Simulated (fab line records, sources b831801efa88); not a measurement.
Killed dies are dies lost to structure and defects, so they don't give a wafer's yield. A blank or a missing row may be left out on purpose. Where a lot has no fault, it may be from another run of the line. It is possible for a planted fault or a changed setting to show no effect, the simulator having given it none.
Check for tools in common || flow gf180mcu || Sample size 13 lots and 39 wafers

== WHY IT WAS OPENED ==
Of 13 lots, 1 have the reading MVPSD_TW flagged at GF_MVPSD_TW_MEAS_11. Fault-free wafers read 559, with a standard deviation of 7.8.
Rule: a lot is flagged in two cases, either no wafer of it has a number, or all its wafers with numbers fall more than 4 standard deviations from that mean. The rest of the lots are taken to be sound.

{"lot": "L657", "measured": "day 5 02:08", "on": "film-metro-03", "MVPSD_TW, wafer by wafer": "563 563 565", "flag": ""}
{"lot": "L658", "measured": "day 5 07:52", "on": "film-metro-02", "MVPSD_TW, wafer by wafer": "548 549 550", "flag": ""}
{"lot": "L659", "measured": "day 5 15:18", "on": "film-metro-03", "MVPSD_TW, wafer by wafer": "563 566 564", "flag": ""}
{"lot": "L660", "measured": "day 5 16:55", "on": "film-metro-01", "MVPSD_TW, wafer by wafer": "557 558 558", "flag": ""}
{"lot": "L662", "measured": "day 6 05:38", "on": "film-metro-03", "MVPSD_TW, wafer by wafer": "568 566 565", "flag": ""}
{"lot": "L663", "measured": "day 6 11:52", "on": "film-metro-02", "MVPSD_TW, wafer by wafer": "549 551 547", "flag": ""}
{"lot": "L664", "measured": "day 6 17:38", "on": "film-metro-02", "MVPSD_TW, wafer by wafer": "551 552 547", "flag": ""}
{"lot": "L666", "measured": "day 7 08:28", "on": "film-metro-03", "MVPSD_TW, wafer by wafer": "572 573 572", "flag": ""}
{"lot": "L667", "measured": "day 7 13:39", "on": "film-metro-02", "MVPSD_TW, wafer by wafer": "30 30 30", "flag": "FLAGGED"}
{"lot": "L676", "measured": "day 9 16:47", "on": "film-metro-01", "MVPSD_TW, wafer by wafer": "556 557 556", "flag": ""}
{"lot": "L678", "measured": "day 10 07:22", "on": "film-metro-02", "MVPSD_TW, wafer by wafer": "548 549 551", "flag": ""}
{"lot": "L680", "measured": "day 10 17:19", "on": "film-metro-03", "MVPSD_TW, wafer by wafer": "569 568 565", "flag": ""}
{"lot": "L679", "measured": "day 10 18:01", "on": "film-metro-02", "MVPSD_TW, wafer by wafer": "552 549 548", "flag": ""}
The numbers of the flagged lots are 30 on average: -529 against the usual, or -68 standard deviations.

== EACH LOT AND THE TOOL IT RAN ON ==
The record holds 1 process step before the reading, out of a route of 602 steps. Every cell lists first the tool, next ch and the chambers used by the sampled wafers, and last the start.
{"lot": "L657", "flag": "", "GF_MVPSD_EXPOSE_04": "iline-stepper-01 ch 0, day 4 18:23"}
{"lot": "L658", "flag": "", "GF_MVPSD_EXPOSE_04": "iline-stepper-01 ch 0, day 5 00:56"}
{"lot": "L659", "flag": "", "GF_MVPSD_EXPOSE_04": "iline-stepper-01 ch 0, day 5 07:41"}
{"lot": "L660", "flag": "", "GF_MVPSD_EXPOSE_04": "iline-stepper-01 ch 0, day 5 09:01"}
{"lot": "L662", "flag": "", "GF_MVPSD_EXPOSE_04": "iline-stepper-02 ch 0, day 5 22:41"}
{"lot": "L663", "flag": "", "GF_MVPSD_EXPOSE_04": "iline-stepper-02 ch 0, day 6 03:52"}
{"lot": "L664", "flag": "", "GF_MVPSD_EXPOSE_04": "iline-stepper-02 ch 0, day 6 10:13"}
{"lot": "L666", "flag": "", "GF_MVPSD_EXPOSE_04": "iline-stepper-02 ch 0, day 7 00:20"}
{"lot": "L667", "flag": "FLAGGED", "GF_MVPSD_EXPOSE_04": "iline-stepper-02 ch 0, day 7 05:35"}
{"lot": "L676", "flag": "", "GF_MVPSD_EXPOSE_04": "iline-stepper-02 ch 0, day 9 07:44"}
{"lot": "L678", "flag": "", "GF_MVPSD_EXPOSE_04": "iline-stepper-01 ch 0, day 9 22:38"}
{"lot": "L680", "flag": "", "GF_MVPSD_EXPOSE_04": "iline-stepper-01 ch 0, day 10 08:02"}
{"lot": "L679", "flag": "", "GF_MVPSD_EXPOSE_04": "iline-stepper-02 ch 0, day 10 08:31"}
What these steps do:
- GF_MVPSD_EXPOSE_04: exposes mask MVPSD, target cd 1000 nm.
- GF_MVPSD_TW_MEAS_11

== FLAGGED OVER TOTAL, TOOL BY TOOL (the gauges that took the reading come last) ==
{"step": "GF_MVPSD_EXPOSE_04", "tool": "iline-stepper-01", "lots run": 6, "flagged": 0, "share of the flagged lots": "none", "sound lots run after its first flagged lot": "-"}
{"step": "GF_MVPSD_EXPOSE_04", "tool": "iline-stepper-02", "lots run": 7, "flagged": 1, "share of the flagged lots": "all", "sound lots run after its first flagged lot": "2 (L676,L679)"}
{"step": "GF_MVPSD_TW_MEAS_11", "tool": "film-metro-01", "lots run": 2, "flagged": 0, "share of the flagged lots": "none", "sound lots run after its first flagged lot": "-"}
{"step": "GF_MVPSD_TW_MEAS_11", "tool": "film-metro-02", "lots run": 6, "flagged": 1, "share of the flagged lots": "all", "sound lots run after its first flagged lot": "2 (L678,L679)"}
{"step": "GF_MVPSD_TW_MEAS_11", "tool": "film-metro-03", "lots run": 5, "flagged": 0, "share of the flagged lots": "none", "sound lots run after its first flagged lot": "-"}

== WHAT THE TABLE ALLOWS ==
In 2 table rows, all flagged lots were run: iline-stepper-02 (GF_MVPSD_EXPOSE_04), film-metro-02 (GF_MVPSD_TW_MEAS_11).
- iline-stepper-02 at GF_MVPSD_EXPOSE_04 ran 7 lots, 1 of them flagged. Sound lots followed the first flagged one (L676, L679) on it, something a lasting fault affecting the whole tool could not allow.
- film-metro-02 at GF_MVPSD_TW_MEAS_11 ran 6 lots, 1 of them flagged. Sound lots followed the first flagged one (L678, L679) on it, something a lasting fault affecting the whole tool could not allow.
There is no row in the table that ran each flagged lot and no sound lot after the first.

== WHAT WAS PUT IN BY THE SIMULATOR ==
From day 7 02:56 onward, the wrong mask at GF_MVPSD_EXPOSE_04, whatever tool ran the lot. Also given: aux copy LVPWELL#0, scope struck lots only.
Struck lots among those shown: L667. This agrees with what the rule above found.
